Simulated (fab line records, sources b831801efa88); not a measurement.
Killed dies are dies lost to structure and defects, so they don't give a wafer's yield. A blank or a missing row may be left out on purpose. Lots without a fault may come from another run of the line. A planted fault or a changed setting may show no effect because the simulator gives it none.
Which tool did it? | flow gf180mcu | 14 lots, 40 wafers sampled, at 5 steps of a route of 602

WHAT THE GAUGES READ, wafer by wafer
GF_STI_THK_MEAS_02. Usual: STI_OXIDATION_THK 10.04 nm, standard deviation 0.2.
lot  | measured    | on            | STI_OXIDATION_THK (nm) | flag
L107 | day 1 11:48 | film_metro-01 | 9.94 9.70 9.80         |
L108 | day 1 17:13 | film_metro-04 | 10.22 10.23 10.46      |
L109 | day 1 21:31 | film_metro-03 | 10.11 10.22 10.28      |
L110 | day 2 03:22 | film_metro-04 | 10.21 10.13 10.18      |
L111 | day 2 08:50 | film_metro-01 | 10.13 9.95 10.06       |
L112 | day 2 12:55 | film_metro-04 | 9.92 10.10 10.14       |
L113 | day 2 17:32 | film_metro-01 | 10.24 10.17 10.12      |
L114 | day 2 22:31 | film_metro-01 | 9.89 9.93 9.79         |
L117 | day 3 13:31 | film_metro-01 | 10.36 10.07 10.30      |
L120 | day 4 05:56 | film_metro-03 | 10.23 10.14            |
L121 | day 4 10:01 | film_metro-04 | 10.09 9.83             |
L124 | day 5 00:31 | film_metro-03 | 9.78 9.83 9.69         |
L129 | day 6 03:09 | film_metro-03 | 9.72 9.66 9.55         |
L130 | day 6 09:53 | film_metro-03 | 10.11 10.24 10.11      |

GF_STI_THK_MEAS_30. Usual: STI_OXIDATION_02_THK 10.10 nm, standard deviation 0.15.
lot  | measured    | on            | STI_OXIDATION_02_THK (nm) | flag
L107 | day 2 07:28 | film_metro-04 | 10.18 10.35 10.20         |
L108 | day 2 14:20 | film_metro-04 | 10.10 9.93 10.16          |
L109 | day 2 16:07 | film_metro-03 | 10.18 10.35 10.30         |
L110 | day 2 21:52 | film_metro-01 | 10.03 9.88 10.00          |
L111 | day 3 04:08 | film_metro-01 | 9.82 9.80 9.92            |
L112 | day 3 07:46 | film_metro-03 | 10.01 10.08 10.08         |
L113 | day 3 12:54 | film_metro-04 | 10.26 10.18 10.28         |
L114 | day 3 18:21 | film_metro-03 | 10.22 10.06 10.06         |
L117 | day 4 10:35 | film_metro-01 | 10.24 10.10 10.08         |
L120 | day 5 02:31 | film_metro-03 | 10.16 10.00               |
L121 | day 5 07:00 | film_metro-03 | 10.27 10.13               |
L124 | day 5 21:55 | film_metro-01 | 9.95 10.23 10.09          |
L129 | day 7 02:50 | film_metro-03 | 10.28 10.26 10.24         |
L130 | day 7 11:11 | film_metro-01 | 10.01 10.01 10.00         |

GF_VT_IMPLANT_RS_MEAS_46: measures by four-point-probe. Usual: MVSD_RS 456.4 ohm/sq, standard deviation 1.3.
lot  | measured     | on            | MVSD_RS (ohm/sq)  | flag
L107 | day 7 13:26  | film_metro-01 | 455.7 456.4 455.8 |
L108 | day 7 23:20  | film_metro-04 | 458.2 456.0 457.8 |
L109 | day 8 01:25  | film_metro-01 | 457.8 458.4 458.4 |
L110 | day 8 08:31  | film_metro-04 | 456.8 456.7 456.5 |
L111 | day 8 16:39  | film_metro-04 | 455.1 454.0 455.5 |
L112 | day 8 21:41  | film_metro-01 | 458.1 458.3 458.1 |
L113 | day 9 02:11  | film_metro-04 | 455.9 455.8 457.0 |
L114 | day 9 10:04  | film_metro-01 | 453.8 453.4 454.9 |
L117 | day 10 08:50 | film_metro-04 | 456.2 438.7 456.9 | OFF
L120 | day 11 03:56 | film_metro-02 | 459.9 441.8       | OFF
L121 | day 11 11:53 | film_metro-02 | 455.6 438.7       | OFF
L124 | day 12 06:28 | film_metro-01 | 456.9 456.1 455.1 |
L129 | day 13 22:31 | film_metro-01 | 456.5 456.2 456.9 |
L130 | day 14 06:59 | film_metro-04 | 456.7 456.6 457.9 |

WHICH TOOL RAN EACH LOT (tool, then ch and the chambers of the sampled wafers, then the start)
lot  | GF_STI_STRIP_15                     | GF_MVSD_IMPLANT_09
L107 | plasma_asher-03 ch 0,1, day 2 01:21 | implanter-03 ch 0, day 4 11:38
L108 | plasma_asher-03 ch 0,1, day 2 07:18 | implanter-01 ch 0, day 4 18:53
L109 | plasma_asher-04 ch 0,1, day 2 11:37 | implanter-03 ch 0, day 4 20:51
L110 | plasma_asher-02 ch 0, day 2 17:43   | implanter-01 ch 0, day 5 03:33
L111 | plasma_asher-02 ch 0,1, day 2 23:31 | implanter-03 ch 0, day 5 10:44
L112 | plasma_asher-03 ch 0,1, day 3 03:31 | implanter-02 ch 0, day 5 14:56
L113 | plasma_asher-04 ch 0,1, day 3 08:06 | implanter-01 ch 0, day 5 19:35
L114 | plasma_asher-03 ch 0,1, day 3 13:49 | implanter-03 ch 0, day 6 01:57
L117 | plasma_asher-04 ch 0,1, day 4 04:58 | implanter-02 ch 0, day 6 20:38
L120 | plasma_asher-03 ch 0,1, day 4 21:33 | implanter-02 ch 0, day 7 13:53
L121 | plasma_asher-03 ch 0,1, day 5 01:54 | implanter-02 ch 0, day 7 19:50
L124 | plasma_asher-04 ch 0,1, day 5 17:01 | implanter-01 ch 0, day 8 12:01
L129 | plasma_asher-04 ch 0,1, day 6 19:37 | implanter-03 ch 0, day 9 22:11
L130 | plasma_asher-03 ch 0,1, day 7 02:54 | implanter-02 ch 0, day 10 06:08
- GF_STI_STRIP_15: strips in O2/N2.
- GF_MVSD_IMPLANT_09

WHAT THE TOOLS THEMSELVES READ (means of the sampled wafers that have a number; where no wafer has one, the mark that the record gives instead)
GF_STI_STRIP_15. Usual: drypump_motor_current_A 6.1 A, standard deviation 0.51; heater_power_w 336 W, standard deviation 17; oes_product_au 0.384 a.u., standard deviation 0.0047; strip_time_to_endpoint_s 3.74 s, standard deviation 0.051.
lot  | tool            | drypump_motor_current_A (A) | heater_power_w (W) | oes_product_au (a.u.) | strip_time_to_endpoint_s (s) | flag
L107 | plasma_asher-03 | 5.7                         | 323                | 0.382                 | 3.70                         |
L108 | plasma_asher-03 | 5.7                         | 329                | 0.389                 | 3.80                         |
L109 | plasma_asher-04 | 6.0                         | 352                | 0.389                 | 3.75                         |
L110 | plasma_asher-02 | 6.7                         | 318                | 0.383                 | 3.78                         |
L111 | plasma_asher-02 | 6.5                         | 340                | 0.383                 | 3.74                         |
L112 | plasma_asher-03 | 6.1                         | 336                | 0.387                 | 3.74                         |
L113 | plasma_asher-04 | 5.8                         | 341                | 0.384                 | 3.77                         |
L114 | plasma_asher-03 | 6.1                         | 331                | 0.383                 | 3.74                         |
L117 | plasma_asher-04 | 5.7                         | 345                | 0.382                 | 3.75                         |
L120 | plasma_asher-03 | 5.8                         | 327                | 0.387                 | 3.78                         |
L121 | plasma_asher-03 | 6.0                         | 326                | 0.381                 | 3.71                         |
L124 | plasma_asher-04 | 5.8                         | 341                | 0.380                 | 3.66                         |
L129 | plasma_asher-04 | 5.7                         | 341                | 0.383                 | 3.78                         |
L130 | plasma_asher-03 | 5.7                         | 326                | 0.389                 | 3.74                         |

GF_MVSD_IMPLANT_09. Usual: beam_on_s 9.99 s, standard deviation 0.21; faraday_current_uA 28.2, standard deviation 0.57.
lot  | tool         | beam_on_s (s) | faraday_current_uA | flag
L107 | implanter-03 | 10.12         | 27.8               |
L108 | implanter-01 | 10.13         | 27.7               |
L109 | implanter-03 | 9.96          | 28.3               |
L110 | implanter-01 | 10.25         | 27.5               |
L111 | implanter-03 | 10.01         | 28.2               |
L112 | implanter-02 | 9.65          | 29.1               |
L113 | implanter-01 | 9.88          | 28.5               |
L114 | implanter-03 | 10.12         | 27.9               |
L117 | implanter-02 | 10.66         | 26.8               | OFF
L120 | implanter-02 | 11.49         | 24.9               | OFF
L121 | implanter-02 | 11.37         | 25.1               | OFF
L124 | implanter-01 | 10.00         | 28.2               |
L129 | implanter-03 | 9.96          | 28.3               |
L130 | implanter-02 | 9.89          | 28.5               |

THE ANSWER, worked out from the rows above alone
Rule: a lot is off if the mean of its wafers that have a number lies more than 3 standard deviations from the usual mean. A lot without any number at a reading at which 4 lots or more have one is off too. The other lots that the step has rows for count as sound. The gauges are gone through in route order, then the tools' own readings, and for those a lot's mean is taken as printed above. The first step at which some lot is off is used, and at that step the reading that is off furthest; a lot without a number counts as furthest.
Off: L117, L120, L121, at GF_VT_IMPLANT_RS_MEAS_46 (MVSD_RS).
A tool fits if, at a process step before that reading, it ran every lot that is off, and no sound lot after the first of them. The gauges at GF_VT_IMPLANT_RS_MEAS_46 aren't tried: what is off there is off at GF_MVSD_IMPLANT_09 too, on other tools, and a gauge's error can't cause that. None of those tried fits.

WHAT THE SIMULATOR HAD PUT IN
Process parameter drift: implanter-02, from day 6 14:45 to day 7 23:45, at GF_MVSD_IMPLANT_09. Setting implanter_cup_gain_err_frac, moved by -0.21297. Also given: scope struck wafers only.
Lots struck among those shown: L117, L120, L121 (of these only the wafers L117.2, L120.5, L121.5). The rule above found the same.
